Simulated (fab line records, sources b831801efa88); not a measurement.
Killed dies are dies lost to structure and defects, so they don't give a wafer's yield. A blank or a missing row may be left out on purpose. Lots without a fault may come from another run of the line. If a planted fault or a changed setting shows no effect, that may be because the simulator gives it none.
Matching of chambers / flow sky130 / SKY_SONOS_ONO_ETCH_15 on rie-diel-04 has 4 sister chambers
The step etches the open film in CHF3/O2, target depth 19.52 nm, time 7.8 s. 4 wafers are shown with their chamber, then 11 later ones without.

WAFERS WITH THEIR CHAMBER
wafer=L086.3; chamber=2; drypump-motor-current-A (A)=5.7
wafer=L089.3; chamber=1; drypump-motor-current-A (A)=5.0
wafer=L089.4; chamber=0; drypump-motor-current-A (A)=5.5
wafer=L093.3; chamber=3; drypump-motor-current-A (A)=5.4

WAFERS WITH NO CHAMBER GIVEN
wafer=L093.4; drypump-motor-current-A (A)=5.0
wafer=L093.6; drypump-motor-current-A (A)=5.0
wafer=L094.1; drypump-motor-current-A (A)=5.7
wafer=L094.3; drypump-motor-current-A (A)=5.5
wafer=L094.6; drypump-motor-current-A (A)=5.7
wafer=L095.2; drypump-motor-current-A (A)=5.1
wafer=L095.3; drypump-motor-current-A (A)=5.5
wafer=L095.4; drypump-motor-current-A (A)=5.5
wafer=L097.3; drypump-motor-current-A (A)=5.0
wafer=L097.4; drypump-motor-current-A (A)=5.5
wafer=L097.5; drypump-motor-current-A (A)=5.7

CHAMBER TAKEN BY EACH
wafer=L093.4; from the rows above=1; in truth=1
wafer=L093.6; from the rows above=1; in truth=1
wafer=L094.1; from the rows above=2; in truth=2
wafer=L094.3; from the rows above=0; in truth=0
wafer=L094.6; from the rows above=2; in truth=2
wafer=L095.2; from the rows above=1; in truth=1
wafer=L095.3; from the rows above=0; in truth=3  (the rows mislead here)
wafer=L095.4; from the rows above=0; in truth=0
wafer=L097.3; from the rows above=1; in truth=1
wafer=L097.4; from the rows above=0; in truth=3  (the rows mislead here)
wafer=L097.5; from the rows above=2; in truth=2
Placed correctly: 9 of 11. Not placeable from these rows: 0. Placed wrongly: 2.
How it was worked out, from the rows above alone: a wafer's distance from a chamber is the root of the sum, over the readings, of the square of ((its reading less the chamber's mean) divided by the reading's scatter). The wafer belongs to the nearest chamber; if the next one is less than 2 further off, it can't be placed. The mean given for a chamber averages the wafers shown for that chamber. The scatter (one wafer shown for each chamber): square how far every hidden wafer sits from the nearest shown wafer, average those squares and take the square root.
